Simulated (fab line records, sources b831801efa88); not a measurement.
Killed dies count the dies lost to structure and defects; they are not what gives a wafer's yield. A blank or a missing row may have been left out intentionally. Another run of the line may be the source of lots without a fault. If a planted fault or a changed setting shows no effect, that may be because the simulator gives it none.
2 desks, one fault	flow sfqLine	numbers are kept per desk, each desk with only its own; the story behind them comes last

== DESK OF THE TOOL OWNER: cmp-01 ==
The tool's own readings at SFQ_TRILAYER_I6_CMP_CMP_166 (polishes SiO2): means of the sampled wafers that have a number, for each lot that ran on this tool. Marked OUT: a lot whose mean sits more than 4 standard deviations from the usual mean, which makes it out of limits; the brackets give that distance.
Columns: A = motorCurrentA at SFQ_TRILAYER_I6_CMP_CMP_166, usual 10.1 A; B = retainingRingPressureFrac at SFQ_TRILAYER_I6_CMP_CMP_166, usual 0.999; C = timeToEndpointS at SFQ_TRILAYER_I6_CMP_CMP_166, usual 216 s
lot	first seen here	A	B	C
L798	day 71 01:42	9.9	0.997	214
L803	day 76 07:27	10.0	1.001	220
L807	day 76 21:01	10.4	0.999	170 (-6.9) OUT
L808	day 77 00:01	10.5	0.996	184 (-4.8) OUT
L809	day 77 03:31	9.7	0.998	116 (-15) OUT
L816	day 79 19:16	9.8	1.003	214
L820	day 81 21:41	10.1	1.000	222
This desk's verdict: out of limits on L807, L808, L809, starting with L807 at day 76 21:01 (timeToEndpointS at SFQ_TRILAYER_I6_CMP_CMP_166). Within limits: L798, L803, L816, L820.

== FROM THE METROLOGY DESK ==
What the gauges read for every lot (on any tool): the sampled wafers with a number, averaged. Marked OUT: a lot whose mean sits more than 4 standard deviations from the usual mean, which makes it out of limits; the brackets give that distance.
Columns: A = I6_BOW at SFQ_I6_BOW_MEAS_941, usual 6 um
lot	first seen here	A
L798	day 71 04:13	2
L799	day 75 17:02	9
L800	day 75 23:01	-8
L803	day 76 10:31	17
L807	day 77 00:03	-2
L808	day 77 03:01	-7
L809	day 77 06:01	10
L813	day 77 21:18	18
L816	day 79 21:46	5
L817	day 80 00:41	16
L818	day 81 06:20	2
L819	day 81 17:43	4
L820	day 81 23:44	5
L821	day 82 09:20	-6
This desk found nothing out of limits on any of the 14 lots.

== BROUGHT TOGETHER ==
An alarm could have come from the tool owner's desk at day 76 21:01, on L807, L808, L809.
Metrology desk: nothing out of limits seen.
The metrology desk has L807, L808, L809 on record, within its limits.
All the named lots went through SFQ_TRILAYER_I6_CMP_CMP_166 on cmp-01.

== WHAT THE SIMULATOR HAD INSERTED ==
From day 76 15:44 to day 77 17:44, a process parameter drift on cmp-01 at SFQ_TRILAYER_I6_CMP_CMP_166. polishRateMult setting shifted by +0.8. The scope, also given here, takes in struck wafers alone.
Lots struck among those shown: L807, L808, L809.
Hours from the fault's start to each desk's first reading out of limits: the tool owner's desk, 5.
